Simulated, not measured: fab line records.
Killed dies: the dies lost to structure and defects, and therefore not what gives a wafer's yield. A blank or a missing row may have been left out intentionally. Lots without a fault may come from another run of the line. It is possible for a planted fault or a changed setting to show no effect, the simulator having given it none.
A lot that was struck, set against a sound lot + flow gf180mcu + 17 out of 602 route steps
Sound: these wafers, L876.1, L876.5, L876.6. Struck: wafer L870.6 (left out: L870.2, L870.4 of the same lot, which were not struck); the cause appears at the end.
Each step with rows lists, per side, the tool, then ch with its chambers, then its first start. Under that, the readings that differ: sound wafers + struck wafers + difference of the means + sigmas: that difference in standard deviations of wafers without a fault.
alike: words and numbers the same on both sides, and readings whose means are apart by under 2 such deviations; not compared: readings that were withheld, readings missing a value for some wafer, numbers with overlapping values and no deviation given by the record, and bounds like >300 which may hide the same value.
The two part at a step that has a row with sigmas, a row that says differs or no value, or rows on one side only. Numbers that don't overlap but have no deviation are shown without sigmas and don't part them. Lack of a reading on every wafer of one side parts them only where that side has two or more wafers.

first, 4 steps without rows for these wafers: GF_M1_SOFTBAKE_10 (time 60 s); GF_M1_EXPOSE_11 (exposes mask Metal1, target cd 230 nm); GF_M1_PEB_12 (peb time 90 s); GF_M1_DEVELOP_13 (develop time 60 s).
GF_M1_CD_MEAS_14: the cd target is 230 nm.
  sound on cd sem-01 at day 22 11:52; struck on cd sem-02 at day 20 18:07
| reading    | sound             | struck | difference | sigmas |
|------------|-------------------|--------|------------|--------|
| cd nm (nm) | 227.1 228.1 229.1 | 231.2  | +3.1       | +3     |
GF_M1_OVL_MEAS_15:
  sound on overlay-02 at day 22 11:59; struck on overlay-01 at day 20 18:13
  alike: M1_OVL
GF_M1_METAL_ETCH_16: etches the open film in Cl2/BCl3, stops on SiO2, target depth 750.8 nm, time 125.1 s.
  sound on rie metal-04 ch 0,1, day 22 12:01; struck on rie metal-01 ch 0, day 20 18:15
  alike: chamber pressure mTorr, drypump motor current A, oes product au, throttle valve pct
  not compared: rf hours counter h
GF_M1_STRIP_17: strips in O2/N2.
  sound on plasma asher-02 ch 0,1, day 22 12:08; struck on plasma asher-01 ch 1, day 20 18:22
| reading                     | sound       | struck | difference | sigmas |
|-----------------------------|-------------|--------|------------|--------|
| drypump motor current A (A) | 6.2 6.1 6.2 | 5.3    | -0.9       | -2     |
  alike: chamber pressure mTorr, heater power w, o2 flow sccm, oes product au, strip time to endpoint s
  not compared: rf hours counter h
then, 3 steps without rows for these wafers: GF_M1_STRIP_18 (strips in post etch residue remover, time 1200 s); GF_M1_CLEAN_19 (cleans in DIW); GF_V1_CVD_00 (deposits SiO2, target thk 600 nm, time 100 s).
GF_V1_THK_MEAS_01:
  sound on film metro-03 at day 22 12:45; struck on film metro-03 at day 20 19:02
  alike: V1_CVD_00_THK
GF_V1_CVD_02: deposits SiO2 from TEOS, target thk 850 nm, time 94.851 s.
  sound on pecvd-02 ch 0,2, day 22 12:49; struck on pecvd-01 ch 2, day 20 19:05
| reading                             | sound             | struck | difference | sigmas |
|-------------------------------------|-------------------|--------|------------|--------|
| run length s (s)                    | 121.7 121.9 122.6 | 132.8  | +10.7      | +16    |
| model.SiO2_of_V1_CVD_02.thk nm (nm) | 831.3 865.2 849   | 959.7  | +111.2     |        |
  alike: heater power w
GF_V1_THK_MEAS_03:
  sound on film metro-01 at day 22 12:53; struck on film metro-04 at day 20 19:10
| reading            | sound       | struck | difference | sigmas |
|--------------------|-------------|--------|------------|--------|
| V1_CVD_02_THK (nm) | 832 865 850 | 959    | +110       | +9     |
GF_V1_CMP_04: polishes SiO2.
  sound on cmp-01 ch 1,2,3, day 22 13:02; struck on cmp-01 ch 0, day 20 19:13
| reading                | sound    | struck | difference | sigmas |
|------------------------|----------|--------|------------|--------|
| time to endpoint s (s) | 72 89 80 | 119    | +39        | +7     |
  alike: motor current A
GF_V1_BOW_MEAS_05:
  sound on film metro-01 at day 22 13:14; struck on film metro-01 at day 20 19:32
  alike: V1_BOW
then, 1 step without rows for these wafers: GF_PASSIVATION_PROBE_99.

WHERE THEY PART
Last at GF_V1_CMP_04 as far as this record goes, first at GF_M1_CD_MEAS_14. Later steps at which nothing parts them and some readings are alike: GF_V1_BOW_MEAS_05.

WHY: the cause the simulator had injected
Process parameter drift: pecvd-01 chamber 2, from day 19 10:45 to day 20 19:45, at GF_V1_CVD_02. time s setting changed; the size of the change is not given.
